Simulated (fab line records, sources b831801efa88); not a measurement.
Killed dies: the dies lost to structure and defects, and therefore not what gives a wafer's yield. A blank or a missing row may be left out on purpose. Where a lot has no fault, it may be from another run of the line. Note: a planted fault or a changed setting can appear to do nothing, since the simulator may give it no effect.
The tool behind it: which one? | flow sky130 | 36 wafers from 12 lots sampled at 4 of the route's 708 steps

WHAT EACH GAUGE READ, for each wafer
SKY_GATE_OXIDE_OVL_MEAS_10.
lot  | measured     | on         | GATE_OXIDE_OVL (nm)
L389 | day 13 11:11 | overlay-02 | 1.8 1.4 0.6
L390 | day 14 02:43 | overlay-02 | 1.9 0.7 1.3
L391 | day 14 15:50 | overlay-02 | -1.0 -0.5 0.0
L394 | day 15 11:29 | overlay-02 | -0.2 2.1 1.9
L395 | day 15 22:14 | overlay-01 | 1.0 0.5 1.3
L398 | day 16 19:44 | overlay-01 | 157.4 156.8 157.0 155.1 154.3 155.4
L399 | day 17 05:25 | overlay-02 | 159.7 161.6 159.6 158.1 159.8 157.1
L400 | day 17 12:22 | overlay-02 | 155.9 155.8 154.0 153.9 153.8 152.6
L401 | day 18 04:25 | overlay-01 | 159.6 158.9 158.5 157.6 156.5 157.1
L404 | day 19 09:41 | overlay-02 | 0.7 1.2 0.1
L410 | day 21 06:11 | overlay-01 | 1.5 0.6 -0.5
L412 | day 22 13:33 | overlay-01 | -0.9 -0.8 0.2

SKY_LDD_P_CD_MEAS_07: target cd 380 nm.
lot  | measured     | on        | cd_nm (nm)
L389 | day 18 14:20 | cd_sem-02 | 383.0 380.9 381.9
L390 | day 19 08:52 | cd_sem-01 | 377.7 380.0 381.9
L391 | day 19 21:11 | cd_sem-02 | 383.5 383.7 381.0
L394 | day 20 20:19 | cd_sem-02 | 376.6 378.7 377.6
L395 | day 21 06:14 | cd_sem-02 | 381.2 380.6 381.3
L404 | day 24 18:47 | cd_sem-02 | 378.7 378.9 377.4
L410 | day 26 14:43 | cd_sem-02 | 380.5 380.3 378.8
L412 | day 27 19:34 | cd_sem-02 | 379.5 378.3 378.6

SKY_CONTACT_THK_MEAS_03.
lot  | measured     | on            | CONTACT_HDPCVD_THK (nm)
L389 | day 29 23:45 | film_metro-03 | 567 570 569
L390 | day 30 18:33 | film_metro-03 | 569 564 564
L391 | day 31 05:35 | film_metro-02 | 559 565 557
L394 | day 32 00:46 | film_metro-02 | 569 562 575
L395 | day 32 08:41 | film_metro-02 | 562 565 561
L404 | day 35 14:49 | film_metro-04 | 566 572 566
L410 | day 37 06:22 | film_metro-03 | 564 565 564
L412 | day 38 07:17 | film_metro-04 | 571 573 573

WHAT TOOL EACH LOT RAN ON (gives the tool, then ch and the chambers of the sampled wafers, and finally the start)
lot  | SKY_GATE_OXIDE_EXPOSE_07
L389 | iline_stepper-02 ch 0, day 12 23:04
L390 | iline_stepper-01 ch 0, day 13 13:45
L391 | iline_stepper-01 ch 0, day 14 02:44
L394 | iline_stepper-01 ch 0, day 14 22:26
L395 | iline_stepper-01 ch 0, day 15 08:55
L398 | iline_stepper-02 ch 0, day 16 05:23
L399 | iline_stepper-02 ch 0, day 16 15:07
L400 | iline_stepper-02 ch 0, day 16 22:40
L401 | iline_stepper-02 ch 0, day 17 13:35
L404 | iline_stepper-01 ch 0, day 18 18:13
L410 | iline_stepper-01 ch 0, day 20 15:15
L412 | iline_stepper-01 ch 0, day 21 22:41
- SKY_GATE_OXIDE_EXPOSE_07: exposes mask LVOM, target cd 600 nm.

WHAT THE TOOLS THEMSELVES READ (means of the sampled wafers that have a number; where no wafer has one, the mark that the record gives instead)
SKY_GATE_OXIDE_EXPOSE_07.
lot  | tool             | focus_offset_nm (nm)
L389 | iline_stepper-02 | -0.7
L390 | iline_stepper-01 | 0.3
L391 | iline_stepper-01 | -0.2
L394 | iline_stepper-01 | 0.1
L395 | iline_stepper-01 | -0.4
L398 | iline_stepper-02 | -0.8
L399 | iline_stepper-02 | -0.2
L400 | iline_stepper-02 | -0.5
L401 | iline_stepper-02 | 0.2
L404 | iline_stepper-01 | 0.5
L410 | iline_stepper-01 | -0.1
L412 | iline_stepper-01 | -0.2

THE ANSWER, worked out from the rows above alone
Rule: what is usual is taken from the lots themselves. The widest of any qualifying gaps counts: lots, ordered by their means at a reading, are off when they make up no more than a third of the lots, leave a main group of 4 or more, and stand apart from it by 3 or more times the standard deviation of that group's means. If all means in a main group match to the digits the tables above print for the reading, that group is not used. Also off: a lot with no number at a reading for which 4 or more lots have one. The other lots that the step has rows for count as sound. Order of review: gauges by route order, followed by the tools' own readings, for which a lot's mean as printed above is used. The first step at which some lot is off is used, and at that step the reading that is off furthest; a lot without a number counts as furthest.
Off: L398, L399, L400, L401, seen at SKY_GATE_OXIDE_OVL_MEAS_10 (GATE_OXIDE_OVL). Mean 0.6 nm and standard deviation 0.7 in the main group.
A tool fits if, at a process step before that reading, it ran every lot that is off, and no sound lot after the first of them. Gauges at SKY_GATE_OXIDE_OVL_MEAS_10: tried the same way as those tools. One fits: SKY_GATE_OXIDE_EXPOSE_07 on iline_stepper-02. A fault onset in the window from L389 (day 12 23:04, its last sound lot) to L398 (day 16 05:23, its first lot off) fits.

WHAT HAD BEEN PUT IN BY THE SIMULATOR
Scanner matching overlay: iline_stepper-02, from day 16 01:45 on, at SKY_GATE_OXIDE_EXPOSE_07. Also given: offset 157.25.
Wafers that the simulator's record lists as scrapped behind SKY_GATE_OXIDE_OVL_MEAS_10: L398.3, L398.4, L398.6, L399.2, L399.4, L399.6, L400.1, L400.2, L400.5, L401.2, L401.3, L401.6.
Struck lots among those shown: L398, L399, L400, L401. The same result came from the rule above.
